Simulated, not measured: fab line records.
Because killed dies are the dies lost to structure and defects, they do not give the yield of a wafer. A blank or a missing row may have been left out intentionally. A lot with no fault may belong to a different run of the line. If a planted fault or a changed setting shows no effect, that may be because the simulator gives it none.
Which tool is to blame? | flow gf180mcu | 24 lots with 72 wafers sampled at 5 steps, on a route of 602 steps

== WHAT THE GAUGES READ, wafer by wafer ==
GF_HV_LDD_CD_MEAS_46: the cd target is 400 nm. Usual: cd-nm reads 400.2 nm (standard deviation 2.3).
lot  | measured     | on        | cd-nm (nm)        | flag
L074 | day 12 14:55 | cd-sem-02 | 399.2 397.4 398.7 |
L075 | day 12 16:45 | cd-sem-02 | 402.0 400.7 400.9 |
L076 | day 12 22:07 | cd-sem-02 | 400.8 400.8 400.4 |
L077 | day 13 04:53 | cd-sem-02 | 401.1 399.3 399.4 |
L078 | day 13 17:02 | cd-sem-01 | 402.9 402.7 403.0 |
L079 | day 13 21:47 | cd-sem-02 | 396.8 399.4 395.7 |
L080 | day 14 14:08 | cd-sem-01 | 404.9 403.9 404.0 |
L081 | day 14 23:59 | cd-sem-01 | 400.3 399.6 398.6 |
L082 | day 15 06:58 | cd-sem-02 | 400.8 399.8 401.2 |
L083 | day 15 11:16 | cd-sem-02 | 398.9 397.1 399.5 |
L084 | day 16 03:23 | cd-sem-01 | 399.7 398.0 400.6 |
L085 | day 16 09:14 | cd-sem-01 | 397.3 397.9 399.0 |
L086 | day 16 11:35 | cd-sem-02 | 401.5 401.3 400.2 |
L087 | day 16 17:00 | cd-sem-02 | 397.1 397.1 398.9 |
L088 | day 17 07:07 | cd-sem-02 | 400.4 403.1 402.6 |
L089 | day 17 20:53 | cd-sem-01 | 401.8 400.8 399.8 |
L091 | day 18 08:10 | cd-sem-02 | 396.6 401.7 400.6 |
L090 | day 18 08:23 | cd-sem-01 | 402.0 399.9 399.2 |
L092 | day 18 12:03 | cd-sem-02 | 398.3 398.7 403.1 |
L093 | day 18 22:44 | cd-sem-01 | 404.5 405.7 404.7 |
L094 | day 18 23:10 | cd-sem-01 | 401.1 402.8 401.4 |
L095 | day 19 15:05 | cd-sem-01 | 399.7 397.0 398.9 |
L096 | day 19 23:04 | cd-sem-02 | 399.6 401.6 400.3 |
L097 | day 20 00:26 | cd-sem-01 | 396.8 396.0 395.3 |

GF_V4_BOW_MEAS_05. Usual: V4_BOW 135 um, standard deviation 8.7.
lot  | measured     | on            | V4_BOW (um) | flag
L074 | day 23 19:19 | film-metro-03 | 136 146 141 |
L075 | day 23 22:58 | film-metro-01 | 128 131 127 |
L076 | day 24 00:42 | film-metro-04 | 133 128 119 |
L077 | day 24 08:16 | film-metro-04 | 131 135 139 |
L078 | day 24 22:28 | film-metro-01 | 116 130 141 |
L079 | day 25 03:55 | film-metro-03 | 139 146 153 |
L080 | day 25 19:39 | film-metro-01 | 136 124 132 |
L081 | day 26 03:39 | film-metro-01 | 134 133 149 |
L082 | day 26 11:56 | film-metro-01 | 135 137 144 |
L083 | day 26 15:29 | film-metro-01 | 134 120 139 |
L084 | day 27 07:11 | film-metro-01 | 150 152 155 |
L085 | day 27 11:32 | film-metro-04 | 142 141 137 |
L086 | day 27 15:02 | film-metro-01 | 131 135 126 |
L087 | day 27 19:41 | film-metro-03 | 135 139 153 |
L088 | day 28 07:46 | film-metro-03 | 138 141 134 |
L089 | day 28 15:53 | film-metro-03 | 146 137 147 |
L091 | day 29 04:02 | film-metro-01 | 121 129 137 |
L090 | day 29 06:29 | film-metro-01 | 141 130 151 |
L092 | day 29 07:17 | film-metro-04 | 131 130 131 |
L093 | day 29 17:05 | film-metro-01 | 127 123 127 |
L094 | day 29 17:24 | film-metro-01 | 128 141 138 |
L095 | day 30 05:07 | film-metro-01 | 135 138 123 |
L096 | day 30 10:32 | film-metro-01 | 130 140 133 |
L097 | day 30 10:56 | film-metro-04 | 136 139 125 |

GF_V4_RS_MEAS_24: a four-point-probe measurement. Usual: V4_W_RS 0.324 ohm/sq, standard deviation 0.0053.
lot  | measured     | on            | V4_W_RS (ohm/sq)  | flag
L074 | day 24 18:10 | film-metro-04 | 0.327 0.324 0.327 |
L075 | day 24 22:21 | film-metro-04 | 0.320 0.319 0.324 |
L076 | day 25 00:07 | film-metro-01 | 0.326 0.322 0.328 |
L077 | day 25 07:01 | film-metro-01 | 0.322 0.319 0.319 |
L078 | day 25 20:57 | film-metro-03 | 0.324 0.331 0.323 |
L079 | day 26 01:57 | film-metro-04 | 0.316 0.320 0.318 |
L080 | day 26 17:32 | film-metro-03 | 0.333 0.330 0.334 |
L081 | day 27 01:04 | film-metro-03 | 0.318 0.316 0.319 |
L082 | day 27 09:14 | film-metro-01 | 0.321 0.324 0.323 |
L083 | day 27 12:20 | film-metro-03 | 0.321 0.324 0.322 |
L084 | day 28 03:52 | film-metro-03 | 0.323 0.324 0.325 |
L085 | day 28 08:32 | film-metro-03 | 0.323 0.318 0.321 |
L086 | day 28 11:43 | film-metro-04 | 0.324 0.332 0.321 |
L087 | day 28 16:19 | film-metro-01 | 0.317 0.318 0.319 |
L088 | day 29 04:07 | film-metro-04 | 0.320 0.322 0.323 |
L089 | day 29 12:07 | film-metro-01 | 0.324 0.332 0.331 |
L091 | day 29 23:58 | film-metro-04 | 0.321 0.321 0.325 |
L090 | day 30 02:45 | film-metro-01 | 0.319 0.321 0.320 |
L092 | day 30 03:02 | film-metro-01 | 0.334 0.326 0.335 |
L093 | day 30 12:07 | film-metro-03 | 0.315 0.322 0.322 |
L094 | day 30 12:18 | film-metro-03 | 0.327 0.334 0.335 |
L095 | day 31 00:00 | film-metro-03 | 0.325 0.328 0.322 |
L096 | day 31 05:36 | film-metro-04 | 0.321 0.320 0.322 |
L097 | day 31 05:51 | film-metro-04 | 0.328 0.338 0.330 |

== EACH LOT AND THE TOOL THAT RAN IT (in order: tool; ch and the chambers of the sampled wafers; start) ==
lot  | GF_CONTACT_CVD_24             | GF_V3_CVD_02
L074 | cvd-w-02 ch 0,1, day 16 09:39 | pecvd-03 ch 0,1,2, day 21 17:17
L075 | cvd-w-02 ch 0,1, day 16 14:15 | pecvd-03 ch 0,1, day 21 21:17
L076 | cvd-w-02 ch 0,1, day 16 16:09 | pecvd-04 ch 0,1,2, day 21 23:19
L077 | cvd-w-02 ch 0,1, day 17 00:16 | pecvd-01 ch 0,1,2, day 22 07:11
L078 | cvd-w-01 ch 0,1, day 17 15:22 | pecvd-04 ch 1,2, day 22 22:46
L079 | cvd-w-01 ch 0,1, day 17 22:06 | pecvd-04 ch 0,1,2, day 23 04:56
L080 | cvd-w-02 ch 0,1, day 18 15:25 | pecvd-04 ch 0,1,2, day 23 21:28
L081 | cvd-w-01 ch 0,1, day 19 01:24 | pecvd-01 ch 0,2, day 24 06:32
L082 | cvd-w-02 ch 0,1, day 19 08:52 | pecvd-01 ch 0,1,2, day 24 14:52
L083 | cvd-w-01 ch 0,1, day 19 13:01 | pecvd-01 ch 0,1, day 24 17:44
L084 | cvd-w-01 ch 0,1, day 20 07:44 | pecvd-01 ch 0,1,2, day 25 09:20
L085 | cvd-w-02 ch 0, day 20 13:58   | pecvd-04 ch 0,1, day 25 15:29
L086 | cvd-w-01 ch 0,1, day 20 18:38 | pecvd-03 ch 1,2, day 25 19:17
L087 | cvd-w-02 ch 0, day 20 22:32   | pecvd-04 ch 0,1, day 25 23:44
L088 | cvd-w-01 ch 0,1, day 21 14:37 | pecvd-01 ch 0,1,2, day 26 11:50
L089 | cvd-w-01 ch 0,1, day 22 02:03 | pecvd-03 ch 0,1, day 26 20:44
L091 | cvd-w-01 ch 0,1, day 22 14:02 | pecvd-03 ch 0,1, day 27 09:00
L090 | cvd-w-01 ch 0,1, day 22 17:35 | pecvd-03 ch 0,1, day 27 11:07
L092 | cvd-w-02 ch 0,1, day 22 18:20 | pecvd-04 ch 0,1,2, day 27 11:34
L093 | cvd-w-01 ch 0,1, day 23 05:27 | pecvd-01 ch 0,2, day 27 21:47
L094 | cvd-w-02 ch 0,1, day 23 05:40 | pecvd-03 ch 1,2, day 27 23:24
L095 | cvd-w-01 ch 0,1, day 23 19:39 | pecvd-01 ch 0,1,2, day 28 10:32
L096 | cvd-w-01 ch 0,1, day 24 02:20 | pecvd-04 ch 1,2, day 28 17:05
L097 | cvd-w-02 ch 0,1, day 24 03:34 | pecvd-01 ch 1,2, day 28 17:24
- GF_CONTACT_CVD_24: deposits W, target thk 300 nm, time 90.339 s.
- GF_V3_CVD_02: deposits SiO2 from TEOS, target thk 850 nm, time 94.851 s.

== AS READ BY THE TOOLS THEMSELVES (means over the sampled wafers that have a number; for cases with no such wafer, the mark the record gives instead) ==
GF_CONTACT_CVD_24. Usual: heater-power-w 892 W, standard deviation 84; susceptor-temp-C 399.99 C, standard deviation 0.19.
lot  | tool     | heater-power-w (W) | susceptor-temp-C (C) | flag
L074 | cvd-w-02 | 871                | 400.32               |
L075 | cvd-w-02 | 863                | 400.04               |
L076 | cvd-w-02 | 936                | 399.94               |
L077 | cvd-w-02 | 950                | 399.96               |
L078 | cvd-w-01 | 880                | 399.98               |
L079 | cvd-w-01 | 912                | 399.96               |
L080 | cvd-w-02 | 901                | 400.01               |
L081 | cvd-w-01 | 928                | 399.95               |
L082 | cvd-w-02 | 852                | 399.86               |
L083 | cvd-w-01 | 881                | 399.79               |
L084 | cvd-w-01 | 876                | 400.09               |
L085 | cvd-w-02 | 800                | 400.15               |
L086 | cvd-w-01 | 879                | 399.96               |
L087 | cvd-w-02 | 801                | 399.96               |
L088 | cvd-w-01 | 881                | 399.77               |
L089 | cvd-w-01 | 878                | 399.95               |
L091 | cvd-w-01 | 930                | 399.95               |
L090 | cvd-w-01 | 948                | 400.13               |
L092 | cvd-w-02 | 858                | 399.90               |
L093 | cvd-w-01 | 887                | 399.89               |
L094 | cvd-w-02 | 887                | 400.15               |
L095 | cvd-w-01 | 886                | 399.97               |
L096 | cvd-w-01 | 891                | 399.88               |
L097 | cvd-w-02 | 856                | 399.99               |

GF_V3_CVD_02. Usual: heater-power-w 678 W, standard deviation 110; susceptor-temp-C 400.02 C, standard deviation 0.22.
lot  | tool     | heater-power-w (W) | susceptor-temp-C (C) | flag
L074 | pecvd-03 | 672                | 399.89               |
L075 | pecvd-03 | 741                | 399.97               |
L076 | pecvd-04 | 624                | 400.06               |
L077 | pecvd-01 | 661                | 400.05               |
L078 | pecvd-04 | 653                | 400.04               |
L079 | pecvd-04 | 648                | 400.05               |
L080 | pecvd-04 | 671                | 399.96               |
L081 | pecvd-01 | 718                | 399.96               |
L082 | pecvd-01 | 664                | 399.89               |
L083 | pecvd-01 | 663                | 400.15               |
L084 | pecvd-01 | 647                | 399.80               |
L085 | pecvd-04 | 631                | 399.97               |
L086 | pecvd-03 | 565                | 400.10               |
L087 | pecvd-04 | 651                | 400.25               |
L088 | pecvd-01 | 627                | 399.95               |
L089 | pecvd-03 | 756                | 400.02               |
L091 | pecvd-03 | 837                | 400.22               |
L090 | pecvd-03 | 712                | 400.10               |
L092 | pecvd-04 | 656                | 399.97               |
L093 | pecvd-01 | 668                | 400.19               |
L094 | pecvd-03 | 622                | 399.75               |
L095 | pecvd-01 | 707                | 400.05               |
L096 | pecvd-04 | 591                | 400.34               |
L097 | pecvd-01 | 698                | 400.20               |

== THE ANSWER, worked out from the rows above alone ==
Rule: take the mean of a lot's wafers that have a number; if it is more than 3 standard deviations from the usual mean, the lot is off. A lot without any number at a reading at which 4 lots or more have one is off too. The other lots that the step has rows for count as sound. Order of review: gauges by route order, followed by the tools' own readings, for which a lot's mean as printed above is used. At the first step where some lot is off, the reading lying furthest off is the one used; lots without a number count as furthest.
No lot is off on any of the readings shown, so nothing can be concluded from this.

== WHAT THE SIMULATOR PUT IN ==
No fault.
